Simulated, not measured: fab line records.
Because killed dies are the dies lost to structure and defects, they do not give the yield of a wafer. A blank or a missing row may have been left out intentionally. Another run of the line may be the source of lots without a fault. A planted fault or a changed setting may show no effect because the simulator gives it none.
Problem report in the 8D (eight disciplines) form, filled by code -- flow sky130 -- the parts of the form that need people (team, actions taken, sign-off) are left out

1. WHAT WENT WRONG
prime-temp-c at SKY_PWDE_HMDS_01 reads a mean of 113.87 C on 6 wafers of 2 lots; wafers without a fault read 120.02 C with a standard deviation of 0.13. Relative to the usual mean, that is a shift of -47 standard deviations.
The step: prime time 60 s.
Seen first at day 7 08:37 on litho-track-03, wafer L402.1. Wafers with a number at this step in the record: 39, from 13 lots. By rule, "out" or "out of limits" means more than 4 standard deviations away from the usual mean. Any other wafer with a number is counted as sound.

2. WHAT IT IS, WHAT IT ISN'T
question,is,is not
which readings at this step,prime-temp-c,-
which lots,"L402, L404","L388, L389, L390, L391, L393, L394, L403, L405, L406, L409, L411"
which wafers of those lots,all that have a number,-
read on which tools,litho-track-03,"litho-track-01, litho-track-04"
when,from day 7 08:37,"up to then (18 sound wafers); but 15 sound wafers of L403, L405, L406, L409, L411 came after"

3. SUSPECTS, AND WHAT RULES EACH OUT
Counting: a tool at any process step up to the reading remains a suspect when it ran all the lots that are out and ran no sound lot after the first of those.
- litho-track-03 at SKY_PWDE_HMDS_01 (prime time 60 s): kept. Every lot that is out went through it, starting with L402 (day 7 08:37), and after that it ran no sound lot; the last sound lot it ran before then is L394 (day 5 11:16). Its own readings are out on those wafers: prime-temp-c.
After counting, what remains is litho-track-03 at SKY_PWDE_HMDS_01.

4. THE CAUSE (what the simulator had put in)
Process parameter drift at SKY_PWDE_HMDS_01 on litho-track-03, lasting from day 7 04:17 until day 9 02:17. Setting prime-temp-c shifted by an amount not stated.
Only this tool survived the counting.

5. THE EFFECT CHAIN, in route order
Each row: a reading whose mean over the struck wafers that have a number lies more than 3 standard deviations from the usual. Only readings for which the record gives a usual standard deviation are gone through. hours: the time from each lot's start at the first step in this table that gives one to its start at this step, as a median over the lots. sigmas: the change in usual standard deviations.
hours,step,reading,usual,on struck wafers,change,sigmas
0,SKY_PWDE_HMDS_01,prime-temp-c,120.02 C,113.87,-6.15,-47
Its process steps:
- SKY_PWDE_HMDS_01: prime time 60 s.
Later measuring or inspecting steps at which every struck wafer that the step has a row for has a number for every such reading, and none has moved that far: SKY_SONOS_ONO_THK_MEAS_03.

6. HOW IT WOULD HAVE BEEN CAUGHT EARLIER
4 hours passed between the start of the fault at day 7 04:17 and the first reading out of limits in this record, taken at day 7 08:37.
